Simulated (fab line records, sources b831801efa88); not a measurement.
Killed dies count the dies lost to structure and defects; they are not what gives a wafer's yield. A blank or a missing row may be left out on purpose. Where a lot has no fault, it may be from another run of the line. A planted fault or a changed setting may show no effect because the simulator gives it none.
A single fault, viewed from 2 desks :: flow gf180mcu :: only its own numbers are on each desk; what lay behind them is given at the end

AT THE TOOL OWNER'S DESK: pvd sputter-02
The tool's own readings at GF_V5_SPUTTER_21 (material Ti, target thk 15 nm, time 80.02 s): means of the sampled wafers that have a number, for each lot that ran on this tool. Any lot whose mean is over 4 standard deviations away from the usual mean is out of limits and marked OUT; that distance is given in the brackets.
Columns: A = substrate temp c at GF_V5_SPUTTER_21, usual 200.00 C; B = throttle valve pct at GF_V5_SPUTTER_21, usual 30.0 %
lot: L741
first seen here: day 28 02:10
A: 199.93
B: 29.7

lot: L746
first seen here: day 29 05:19
A: 200.04
B: 30.3

lot: L750
first seen here: day 30 11:04
A: 200.16
B: 28.9

lot: L752
first seen here: day 31 01:58
A: 200.03
B: 29.6

lot: L753
first seen here: day 31 05:07
A: 199.88
B: 30.4
This desk's finding: nothing out of limits on any of the 5 lots.

METROLOGY DESK
Means of the sampled wafers that have a number, per lot and without regard to the tool the lot ran on: this is what the gauges read. Any lot whose mean is over 4 standard deviations away from the usual mean is out of limits and marked OUT; that distance is given in the brackets.
Columns: A = cd nm at GF_V5_CD_MEAS_14, usual 260.2 nm; B = V5_OVL at GF_V5_OVL_MEAS_15, usual 3 nm
lot: L741
first seen here: day 28 01:18
A: 261.3
B: 13

lot: L746
first seen here: day 29 04:29
A: 258.9
B: -2

lot: L750
first seen here: day 30 10:14
A: 259.6
B: 10

lot: L752
first seen here: day 31 01:08
A: 260.2
B: 14

lot: L753
first seen here: day 31 04:18
A: 260.2
B: 10

lot: L757
first seen here: day 32 06:17
A: 261.4
B: -3

lot: L760
first seen here: day 32 21:10
A: 260.0
B: 1
This desk's finding: nothing out of limits on any of the 7 lots.

PUT TOGETHER
Nothing out of limits was seen by the tool owner's desk.
Nothing out of limits was seen by the metrology desk.

WHAT THE SIMULATOR HAD INSERTED
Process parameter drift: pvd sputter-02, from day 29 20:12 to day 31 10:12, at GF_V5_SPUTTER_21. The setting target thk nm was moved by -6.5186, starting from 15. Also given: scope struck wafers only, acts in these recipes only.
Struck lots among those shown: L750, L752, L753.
